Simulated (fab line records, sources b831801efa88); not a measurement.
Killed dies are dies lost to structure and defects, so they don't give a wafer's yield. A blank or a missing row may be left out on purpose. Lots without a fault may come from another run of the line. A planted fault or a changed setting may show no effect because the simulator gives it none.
Chamber matching | flow gf180mcu | GF_V3_CVD_00 on hdpcvd-02: 3 sister chambers
The step deposits SiO2, target thk 600 nm, time 100 s. 3 wafers are shown with their chamber, then 7 later ones without.

WAFERS WITH THEIR CHAMBER
wafer  | chamber | pressure_mtorr (mTorr)
L586.2 | 2       | 5.987
L587.1 | 0       | 6.011
L587.3 | 1       | 6.015

WAFERS WITHOUT THEIR CHAMBER
wafer  | pressure_mtorr (mTorr)
L587.5 | 6.016
L590.2 | 6.025
L590.4 | 5.987
L590.5 | 6.011
L591.2 | 5.989
L591.3 | 5.980
L591.6 | 6.005

WHICH CHAMBER EACH WENT THROUGH
wafer  | from the rows above     | in truth
L587.5 | can't be placed: 1 or 0 | 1
L590.2 | can't be placed: 1 or 0 | 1
L590.4 | 2                       | 2
L590.5 | can't be placed: 0 or 1 | 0
L591.2 | 2                       | 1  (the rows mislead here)
L591.3 | 2                       | 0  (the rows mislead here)
L591.6 | can't be placed: 0 or 1 | 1
Placed correctly: 1 of 7. Can't be placed from these rows: 4 (the true chamber is among the candidates in 4). Placed wrongly: 2.
How it was worked out, from the rows above alone: a wafer's distance from a chamber is the root of the sum, over the readings, of the square of ((its reading less the chamber's mean) divided by the reading's scatter). The wafer belongs to the nearest chamber; if the next one is less than 2 further off, it can't be placed. A chamber's mean is the mean of its shown wafers. The scatter: with one shown wafer a chamber, the root of the mean of the squares of how far each hidden wafer lies from its nearest shown one.
